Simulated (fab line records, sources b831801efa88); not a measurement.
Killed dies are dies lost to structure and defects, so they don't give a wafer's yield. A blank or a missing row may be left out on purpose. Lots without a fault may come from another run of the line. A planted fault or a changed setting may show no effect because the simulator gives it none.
Which tool did it? | flow sky130 | 13 lots, 39 wafers sampled, at 4 steps of a route of 708

WHAT THE GAUGES READ, wafer by wafer
SKY_PASSIVATION_THK_MEAS_03.
lot  | measured     | on            | PASSIVATION_CVD_02_THK (nm)
L841 | day 43 11:14 | film_metro-03 | 549 554 543
L844 | day 44 06:17 | film_metro-03 | 538 545 546
L845 | day 44 16:11 | film_metro-03 | 523 538 546
L847 | day 45 01:04 | film_metro-03 | 541 552 544
L849 | day 45 15:05 | film_metro-03 | 535 546 542
L850 | day 45 22:44 | film_metro-03 | 557 545 536
L851 | day 46 05:44 | film_metro-03 | 539 542 544
L852 | day 46 06:35 | film_metro-01 | 544 545 552
L854 | day 47 02:54 | film_metro-04 | 530 545 536
L855 | day 47 06:22 | film_metro-03 | 541 536 544
L856 | day 48 12:32 | film_metro-01 | 532 535 538
L857 | day 48 14:08 | film_metro-01 | 534 526 542
L858 | day 48 19:44 | film_metro-03 | 523 528 532

WHICH TOOL RAN EACH LOT (tool, then ch and the chambers of the sampled wafers, then the start)
lot  | SKY_FIELD_ISO_OXIDATION_01   | SKY_METAL3_STRIP_19                  | SKY_VIA3_CMP_24
L841 | furnace-01 ch 0, day 1 10:07 | plasma_asher-01 ch 0,1, day 38 05:29 | cmp-01 ch 0,1,3, day 39 08:08
L844 | furnace-02 ch 0, day 2 01:07 | plasma_asher-04 ch 0,1, day 39 02:59 | cmp-01 ch 0,1,2, day 40 06:19
L845 | furnace-02 ch 0, day 2 06:26 | plasma_asher-04 ch 0,1, day 39 10:35 | cmp-02 ch 0,2, day 40 13:20
L847 | furnace-02 ch 0, day 2 17:16 | plasma_asher-03 ch 0,1, day 39 23:47 | cmp-02 ch 0,1,3, day 41 02:13
L849 | furnace-01 ch 0, day 3 02:07 | plasma_asher-01 ch 0,1, day 40 12:23 | cmp-01 ch 0,1,3, day 41 14:41
L850 | furnace-02 ch 0, day 3 07:07 | plasma_asher-01 ch 0,1, day 41 00:41 | cmp-01 ch 0,1,2, day 42 02:38
L851 | furnace-02 ch 0, day 3 12:07 | plasma_asher-04 ch 0,1, day 41 08:11 | cmp-01 ch 0,2,3, day 42 09:31
L852 | furnace-01 ch 0, day 3 17:07 | plasma_asher-01 ch 0,1, day 41 09:14 | cmp-02 ch 1,2, day 42 10:16
L854 | furnace-02 ch 0, day 4 04:43 | plasma_asher-01 ch 0,1, day 42 08:28 | cmp-01 ch 0,1,2, day 43 09:29
L855 | furnace-02 ch 0, day 4 09:08 | plasma_asher-04 ch 0,1, day 42 12:13 | cmp-01 ch 0,1,3, day 43 13:13
L856 | furnace-02 ch 0, day 4 13:31 | plasma_asher-04 ch 0,1, day 43 23:59 | cmp-01 ch 1,2, day 44 23:49
L857 | furnace-01 ch 0, day 4 18:07 | plasma_asher-04 ch 0,1, day 44 02:57 | cmp-02 ch 0,3, day 45 02:53
L858 | furnace-02 ch 0, day 4 23:07 | plasma_asher-03 ch 0,1, day 44 09:26 | cmp-02 ch 0,2,3, day 45 09:13
- SKY_FIELD_ISO_OXIDATION_01: stabilise 600 s, purge 300 s, target thk 12 nm.
- SKY_METAL3_STRIP_19: strips in O2/N2.
- SKY_VIA3_CMP_24: polishes, stops on SiO2, t overpolish 20 s, target thk 0 nm.

WHAT THE TOOLS THEMSELVES READ (means of the sampled wafers that have a number; where no wafer has one, the mark that the record gives instead)
SKY_METAL3_STRIP_19.
lot  | tool            | drypump_motor_current_A (A) | oes_product_au (a.u.) | strip_time_to_endpoint_s (s)
L841 | plasma_asher-01 | 5.31                        | 0.497                 | 6.46
L844 | plasma_asher-04 | 5.47                        | 0.502                 | 6.61
L845 | plasma_asher-04 | 5.51                        | 0.499                 | 6.50
L847 | plasma_asher-03 | 5.17                        | 0.498                 | 6.44
L849 | plasma_asher-01 | 5.32                        | 0.504                 | 6.51
L850 | plasma_asher-01 | 5.32                        | 0.505                 | 6.53
L851 | plasma_asher-04 | 5.54                        | 0.501                 | 6.46
L852 | plasma_asher-01 | 5.29                        | 0.504                 | 6.54
L854 | plasma_asher-01 | 5.27                        | 0.506                 | 6.63
L855 | plasma_asher-04 | 5.50                        | 0.509                 | 6.63
L856 | plasma_asher-04 | 5.49                        | 0.498                 | 6.50
L857 | plasma_asher-04 | 5.52                        | 0.500                 | 6.44
L858 | plasma_asher-03 | 5.17                        | 0.499                 | 6.40

SKY_VIA3_CMP_24.
lot  | tool   | motor_current_A (A) | overpolish_run_s (s) | time_to_endpoint_s (s)
L841 | cmp-01 | 10.5                | 19.992               | 93
L844 | cmp-01 | 10.8                | 20.001               | 95
L845 | cmp-02 | 10.8                | 20.002               | 89
L847 | cmp-02 | 11.8                | 20.003               | 93
L849 | cmp-01 | 10.6                | 20.003               | 95
L850 | cmp-01 | 10.4                | 20.000               | 96
L851 | cmp-01 | 11.0                | 20.001               | 95
L852 | cmp-02 | 10.4                | 20.007               | 88
L854 | cmp-01 | 10.6                | 20.006               | 95
L855 | cmp-01 | 10.4                | 19.997               | 94
L856 | cmp-01 | 11.4                | 20.001               | 102
L857 | cmp-02 | 12.0                | 19.999               | 89
L858 | cmp-02 | 11.1                | 20.004               | 88

THE ANSWER, worked out from the rows above alone
Rule: what is usual is taken from the lots themselves. Put in order of their means at a reading, lots are off if they are a third of the lots or fewer, leave a main group of 4 or more, and stand apart from it by a gap of 3 or more times the standard deviation of the main group's means; of several such gaps the widest counts. A main group whose means are all the same, to the digits that the tables above print for the reading, isn't used. A lot without any number at a reading at which 4 lots or more have one is off too. The other lots that the step has rows for count as sound. The gauges are gone through in route order, then the tools' own readings, and for those a lot's mean is taken as printed above. The first step at which some lot is off is used, and at that step the reading that is off furthest; a lot without a number counts as furthest.
No lot is off at any reading shown: from this, nothing can be told.

WHAT THE SIMULATOR HAD PUT IN
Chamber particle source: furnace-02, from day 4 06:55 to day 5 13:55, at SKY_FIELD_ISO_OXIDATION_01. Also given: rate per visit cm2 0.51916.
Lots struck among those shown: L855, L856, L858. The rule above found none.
